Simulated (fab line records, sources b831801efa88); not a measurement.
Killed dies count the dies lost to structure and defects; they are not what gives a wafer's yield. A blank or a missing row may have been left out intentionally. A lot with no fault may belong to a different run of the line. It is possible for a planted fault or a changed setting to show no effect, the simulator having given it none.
Code-filled problem report in 8D (eight disciplines) form + flow sky130 + the parts of the form that need people (team, actions taken, sign-off) are left out

1. PROBLEM STATEMENT
Mean of doseIonsCm2 at SKY_NWELL_IMPLANT_12: 1.1900e+12 across 6 wafers in 2 lots; on wafers with no fault it is 1.3004e+12 (standard deviation 1.4e+09). Measured from the usual mean, that is -79 standard deviations.
First observed at day 8 12:13: wafer L833.3, on implanter-04. The record has a number at this step for 36 wafers belonging to 12 lots. Rule for "out" (also "out of limits"): further than 4 standard deviations from the usual mean. The rest of the wafers with a number are treated as sound.

2. WHAT IT IS AND WHAT IT IS NOT
| question                    | is                     | is not                                                     |
|-----------------------------|------------------------|------------------------------------------------------------|
| which readings at this step | doseIonsCm2            | -                                                          |
| which lots                  | L833, L834             | L817, L818, L819, L820, L821, L822, L823, L824, L825, L826 |
| which wafers of those lots  | all that have a number | -                                                          |
| read on which tools         | implanter-04           | implanter-02, implanter-03                                 |
| when                        | from day 8 12:13       | up to then (30 sound wafers)                               |

3. WHAT RULES OUT EACH SUSPECT
Counting: a tool stays on the suspect list if, at a process step up to the reading, it processed all lots that are out and no sound lot following the first of them.
- implanter-04 at SKY_NWELL_IMPLANT_12: kept. It ran every lot that is out, first L833 (day 8 12:13), and no sound lot after that; its last sound lot up to then is L821 (day 5 20:07). On those wafers its own readings are out: doseIonsCm2.
Left after counting: implanter-04 at SKY_NWELL_IMPLANT_12.

4. THE CAUSE (what the simulator had put in)
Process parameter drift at SKY_NWELL_IMPLANT_12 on implanter-04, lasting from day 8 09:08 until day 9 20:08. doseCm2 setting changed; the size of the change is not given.
Counting left only this tool.

5. THE EFFECT CHAIN, in route order
Each row: a reading where the mean over the struck wafers with a number is more than 3 standard deviations away from the usual. Only readings for which the record gives a usual standard deviation are gone through. hours: the time from each lot's start at the first step in this table that gives one to its start at this step, as a median over the lots. sigmas: the change in usual standard deviations.
| hours | step                 | reading          | usual      | on struck wafers | change      | sigmas |
|-------|----------------------|------------------|------------|------------------|-------------|--------|
| 0     | SKY_NWELL_IMPLANT_12 | doseIonsCm2      | 1.3004e+12 | 1.1900e+12       | -1.1042e+11 | -79    |
| 0     | SKY_NWELL_IMPLANT_12 | faradayCurrentUA | 7.35       | 6.79             | -0.56       | -3.7   |
The process steps in it:
- SKY_NWELL_IMPLANT_12
Later steps that measure or inspect, where all struck wafers having a row at the step show a number for every such reading and not one has moved that far: SKY_NWELL_OVL_MEAS_23.

6. HOW IT WOULD HAVE BEEN CAUGHT EARLIER
The fault began at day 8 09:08; the first out-of-limits reading in this record came at day 8 12:13, 3 hours later.
